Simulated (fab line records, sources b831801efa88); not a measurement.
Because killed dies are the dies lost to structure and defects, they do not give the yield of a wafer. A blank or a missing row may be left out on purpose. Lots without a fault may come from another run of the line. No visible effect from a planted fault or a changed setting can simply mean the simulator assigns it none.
The tool behind it: which one? ; flow sky130 ; Sampling: 6 lots, 18 wafers, 4 of 708 route steps

WHAT THE GAUGES SHOWED, per wafer
SKY_VT_ADJUST_HVTR_CD_MEAS_07 targets a cd of 380 nm.
lot;measured;on;cd nm (nm)
L210;day 11 16:05;cd sem-01;382.2 384.2 381.4
L213;day 12 19:29;cd sem-01;378.6 378.3 376.0
L216;day 13 22:53;cd sem-02;383.3 381.3 382.9
L219;day 14 20:19;cd sem-01;378.5 379.4 378.9
L223;day 15 05:34;cd sem-01;349.1 349.7 349.1
L226;day 16 08:50;cd sem-02;381.8 379.7 379.6

TOOL THAT RAN EACH LOT (tool first, then ch and the chambers of the sampled wafers, then the start)
lot;SKY_FIELD_ISO_ETCH_17;SKY_PWDE_STRIP_09;SKY_VT_ADJUST_HVTR_DEVELOP_06
L210;rie si-02 ch 0,1,2, day 3 11:54;plasma asher-01 ch 0, day 5 09:01;litho track-03 ch 0, day 11 15:56
L213;rie si-01 ch 0,2,3, day 4 03:48;plasma asher-02 ch 0,1, day 6 01:43;litho track-03 ch 0, day 12 19:20
L216;rie si-02 ch 0,1,2, day 4 21:12;plasma asher-03 ch 0,1, day 6 19:22;litho track-01 ch 0, day 13 22:44
L219;rie si-01 ch 0,2,3, day 5 12:15;plasma asher-02 ch 0,1, day 7 12:28;litho track-03 ch 0, day 14 20:10
L223;rie si-02 ch 1,2,3, day 6 07:30;plasma asher-01 ch 0,1, day 8 07:10;litho track-03 ch 0, day 15 05:23
L226;rie si-02 ch 2,3, day 6 23:23;plasma asher-02 ch 0,1, day 9 01:48;litho track-01 ch 0, day 16 08:41
- SKY_FIELD_ISO_ETCH_17: etches Si in HBr/Cl2/O2, target depth 342 nm, time 97.7 s.
- SKY_PWDE_STRIP_09: strips in O2/N2.
- SKY_VT_ADJUST_HVTR_DEVELOP_06: develop time 60 s.

THE ANSWER, worked out from the rows above alone
Rule: usual is defined by the lots themselves. Put in order of their means at a reading, lots are off if they are a third of the lots or fewer, leave a main group of 4 or more, and stand apart from it by a gap of 3 or more times the standard deviation of the main group's means; of several such gaps the widest counts. Not used: any main group whose means are identical at the precision the tables above print for the reading. A lot without any number at a reading at which 4 lots or more have one is off too. The other lots that the step has rows for count as sound.
Off: L223, at SKY_VT_ADJUST_HVTR_CD_MEAS_07 (cd nm). For the main group the mean is 380.4 nm and the standard deviation 2.
If a tool, at a process step before that reading, ran all the lots that are off and no sound lot after the first of them, it fits. The gauges at SKY_VT_ADJUST_HVTR_CD_MEAS_07 are tried like those tools. Can't be told from this: 3 tools fit, plasma asher-01 at SKY_PWDE_STRIP_09, litho track-03 at SKY_VT_ADJUST_HVTR_DEVELOP_06, cd sem-01 at SKY_VT_ADJUST_HVTR_CD_MEAS_07.

WHAT THE SIMULATOR HAD PUT IN
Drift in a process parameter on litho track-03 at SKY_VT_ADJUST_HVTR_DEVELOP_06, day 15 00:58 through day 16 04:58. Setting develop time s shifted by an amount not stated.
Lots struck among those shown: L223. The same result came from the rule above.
